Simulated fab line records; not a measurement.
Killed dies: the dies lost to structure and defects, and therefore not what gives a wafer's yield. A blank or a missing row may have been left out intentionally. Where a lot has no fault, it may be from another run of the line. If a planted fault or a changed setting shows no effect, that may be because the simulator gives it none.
The tool behind it: which one?    flow gf180mcu    14 lots with 42 wafers sampled at 5 steps, on a route of 602 steps

== WHAT EACH GAUGE READ, for each wafer ==
GF_STI_THK_MEAS_22. Usual: STI_OXIDATION_01_THK 15.02 nm, standard deviation 0.28.
lot   measured     on            STI_OXIDATION_01_THK (nm)  flag
L682  day 2 03:16  filmMetro-02  15.03 14.80 15.06          
L683  day 2 08:50  filmMetro-02  14.71 14.58 14.66          
L685  day 2 18:43  filmMetro-02  15.31 15.27 15.11          
L687  day 3 04:59  filmMetro-02  15.20 14.98 15.07          
L689  day 3 15:04  filmMetro-02  15.36 15.14 15.05          
L692  day 4 07:06  filmMetro-01  14.39 14.46 14.58          
L693  day 4 13:46  filmMetro-01  14.85 14.76 14.89          
L694  day 4 17:05  filmMetro-04  15.39 15.09 15.06          
L697  day 5 11:44  filmMetro-01  14.86 15.18 15.22          
L699  day 5 18:28  filmMetro-02  14.89 14.82 14.97          
L701  day 6 06:10  filmMetro-01  14.96 14.97 14.93          
L703  day 6 15:23  filmMetro-01  14.73 14.53 14.64          
L704  day 6 20:58  filmMetro-02  14.79 14.79 14.90          
L705  day 7 03:13  filmMetro-02  14.92 14.98 14.64          

GF_VT_IMPLANT_TW_MEAS_10. Usual: VT_IMPLANT_TW 562, standard deviation 4.1.
lot   measured      on            VT_IMPLANT_TW  flag
L682  day 5 14:45   filmMetro-02  558 557 557    
L683  day 5 20:50   filmMetro-01  568 569 566    
L685  day 6 10:07   filmMetro-01  569 568 563    
L687  day 6 21:47   filmMetro-01  564 564 565    
L689  day 7 10:02   filmMetro-02  563 563 567    
L692  day 8 06:24   filmMetro-02  565 565 564    
L693  day 8 13:05   filmMetro-03  559 561 561    
L694  day 8 17:59   filmMetro-02  561 563 565    
L697  day 9 15:12   filmMetro-02  557 558 560    
L699  day 9 22:12   filmMetro-03  553 555 556    
L701  day 10 12:06  filmMetro-03  561 563 564    
L703  day 10 22:29  filmMetro-01  563 565 565    
L704  day 11 06:55  filmMetro-02  562 563 560    
L705  day 11 11:45  filmMetro-01  562 562 565    

GF_VT_IMPLANT_RS_MEAS_49: measurement is done with a four-point probe. Usual: MVPSD_RS 1168.1 ohm/sq, standard deviation 2.7.
lot   measured      on            MVPSD_RS (ohm/sq)     flag
L682  day 7 13:01   filmMetro-04  1169.2 1173.0 1171.2  
L683  day 7 19:49   filmMetro-04  1169.8 1169.8 1170.4  
L685  day 8 11:18   filmMetro-02  1166.2 1168.4 1166.8  
L687  day 8 22:19   filmMetro-02  1171.1 1165.8 1168.1  
L689  day 9 12:48   filmMetro-03  1165.8 1167.3 1167.2  
L692  day 10 09:39  filmMetro-02  1178.8 1167.9 1169.1  
L693  day 10 15:46  filmMetro-04  1183.3 1173.3 1169.9  
L694  day 10 22:03  filmMetro-04  1179.3 1180.0 1165.6  
L697  day 11 20:33  filmMetro-03  1168.8 1165.2 1166.5  
L699  day 12 06:19  filmMetro-04  1169.0 1165.7 1166.8  
L701  day 12 20:53  filmMetro-04  1164.8 1165.2 1169.2  
L703  day 13 08:21  filmMetro-02  1165.2 1167.5 1163.9  
L704  day 13 17:30  filmMetro-04  1169.4 1164.1 1165.6  
L705  day 14 00:23  filmMetro-03  1167.1 1168.1 1169.3  

== EACH LOT AND THE TOOL THAT RAN IT (in order: tool; ch and the chambers of the sampled wafers; start) ==
lot   GF_STI_CMP_25                 GF_MVPSD_IMPLANT_09
L682  cmp-02 ch 0,1,2, day 2 03:29  implanter-01 ch 0, day 5 00:11
L683  cmp-01 ch 0,1,2, day 2 09:07  implanter-04 ch 0, day 5 06:21
L685  cmp-02 ch 0,3, day 2 18:55    implanter-04 ch 0, day 5 19:32
L687  cmp-02 ch 1,2, day 3 05:10    implanter-04 ch 0, day 6 05:45
L689  cmp-02 ch 0,1, day 3 15:16    implanter-04 ch 0, day 6 18:05
L692  cmp-02 ch 0,1,2, day 4 07:21  implanter-04 ch 0, day 7 13:44
L693  cmp-02 ch 0,2, day 4 14:31    implanter-04 ch 0, day 7 20:38
L694  cmp-02 ch 1,2,3, day 4 17:17  implanter-04 ch 0, day 8 01:05
L697  cmp-02 ch 1,3, day 5 11:59    implanter-01 ch 0, day 8 21:59
L699  cmp-02 ch 0,2, day 5 18:43    implanter-01 ch 0, day 9 05:29
L701  cmp-02 ch 0,1,2, day 6 06:26  implanter-03 ch 0, day 9 18:41
L703  cmp-02 ch 0,1,3, day 6 15:41  implanter-01 ch 0, day 10 04:14
L704  cmp-01 ch 2,3, day 6 21:10    implanter-04 ch 0, day 10 12:28
L705  cmp-01 ch 0,1, day 7 03:23    implanter-01 ch 0, day 10 17:35
- GF_STI_CMP_25: polishes, stops on Si3N4, t overpolish 33 s, target thk 524.6 nm.
- GF_MVPSD_IMPLANT_09

== AS READ BY THE TOOLS THEMSELVES (means over the sampled wafers that have a number; for cases with no such wafer, the mark the record gives instead) ==
GF_STI_CMP_25. Usual: headPressurePsi 4.001 psi, standard deviation 0.0089; motorCurrentA 11.9 A, standard deviation 0.8; overpolishRunS 33.000 s, standard deviation 0.0092; timeToEndpointS 127 s, standard deviation 4.3.
lot   tool    headPressurePsi (psi)  motorCurrentA (A)  overpolishRunS (s)  timeToEndpointS (s)  flag
L682  cmp-02  3.994                  12.3               32.996              123                  
L683  cmp-01  3.995                  11.4               33.001              131                  
L685  cmp-02  3.995                  12.1               32.997              127                  
L687  cmp-02  4.011                  12.3               32.999              133                  
L689  cmp-02  3.990                  12.1               33.002              128                  
L692  cmp-02  3.997                  11.9               33.002              128                  
L693  cmp-02  4.009                  11.3               33.003              122                  
L694  cmp-02  4.014                  12.5               32.998              130                  
L697  cmp-02  4.005                  12.7               33.000              126                  
L699  cmp-02  3.994                  11.5               33.007              126                  
L701  cmp-02  4.000                  12.0               33.011              127                  
L703  cmp-02  3.995                  12.2               32.996              131                  
L704  cmp-01  3.989                  11.6               33.011              124                  
L705  cmp-01  3.996                  10.5               33.001              125                  

== THE ANSWER, worked out from the rows above alone ==
Rule: a lot is off if the mean of its wafers that have a number lies more than 3 standard deviations from the usual mean. Also off: a lot with no number at a reading for which 4 or more lots have one. The other lots that the step has rows for count as sound. The gauges are gone through in route order, then the tools' own readings, and for those a lot's mean is taken as printed above. At the first step where some lot is off, the reading lying furthest off is the one used; lots without a number count as furthest.
Nothing can be told from this: no lot is off at any reading shown.

== WHAT THE SIMULATOR HAD PUT IN ==
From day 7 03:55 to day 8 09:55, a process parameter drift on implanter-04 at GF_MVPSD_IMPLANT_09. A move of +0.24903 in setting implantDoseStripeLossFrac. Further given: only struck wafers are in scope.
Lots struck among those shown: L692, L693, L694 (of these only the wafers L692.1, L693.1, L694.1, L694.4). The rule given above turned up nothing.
